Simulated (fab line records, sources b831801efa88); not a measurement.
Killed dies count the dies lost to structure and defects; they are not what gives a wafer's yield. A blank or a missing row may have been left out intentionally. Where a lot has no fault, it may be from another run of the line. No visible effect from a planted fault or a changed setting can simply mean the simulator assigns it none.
Chamber matching    flow sky130    rie_si-02 running SKY_FIELD_ISO_ETCH_17: 4 sister chambers
The step etches Si in HBr/Cl2/O2, target depth 342 nm, time 97.7 s. 8 wafers are shown with their chamber, then 7 later ones without.

## WAFERS WITH THEIR CHAMBER
wafer   chamber  drypump_motor_current_A (A)  oes_product_au (a.u.)
L672.6  1        6.4                          1.001
L676.1  1        6.3                          1.003
L676.4  3        6.1                          1.009
L677.4  2        5.5                          1.005
L677.5  3        6.1                          0.999
L677.6  0        6.2                          0.998
L684.1  2        5.5                          1.002
L684.5  0        6.1                          0.991

## WAFERS MISSING THEIR CHAMBER
wafer   drypump_motor_current_A (A)  oes_product_au (a.u.)
L684.6  6.1                          1.010
L687.1  6.1                          1.005
L687.2  5.5                          1.010
L687.6  5.5                          1.008
L692.3  5.5                          0.992
L692.4  6.2                          0.982
L692.5  6.1                          0.994

## THE CHAMBER EACH PASSED THROUGH
wafer    from the rows above       in truth
L684.6   3                         3
L687.1   3                         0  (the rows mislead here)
L687.2   2                         2
L687.6   2                         2
L692.3   2                         2
L692.4   0                         0
L692.5   can't be placed: 0 or 3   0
5 of 7 placed correctly. Cannot be placed on the basis of these rows: 1; the candidates contain the true chamber in 1. Number placed wrongly: 1.
How it was worked out, from the rows above alone: a wafer's distance from a chamber is the root of the sum, over the readings, of the square of ((its reading less the chamber's mean) divided by the reading's scatter). If the next closest chamber is less than 2 further off than the closest, the wafer can't be placed; otherwise it belongs to the closest. A chamber's mean is the mean of its shown wafers. The scatter is the square root of a quotient: the sum, over the shown wafers, of each reading's squared deviation from its chamber's mean, divided by wafers minus chambers.
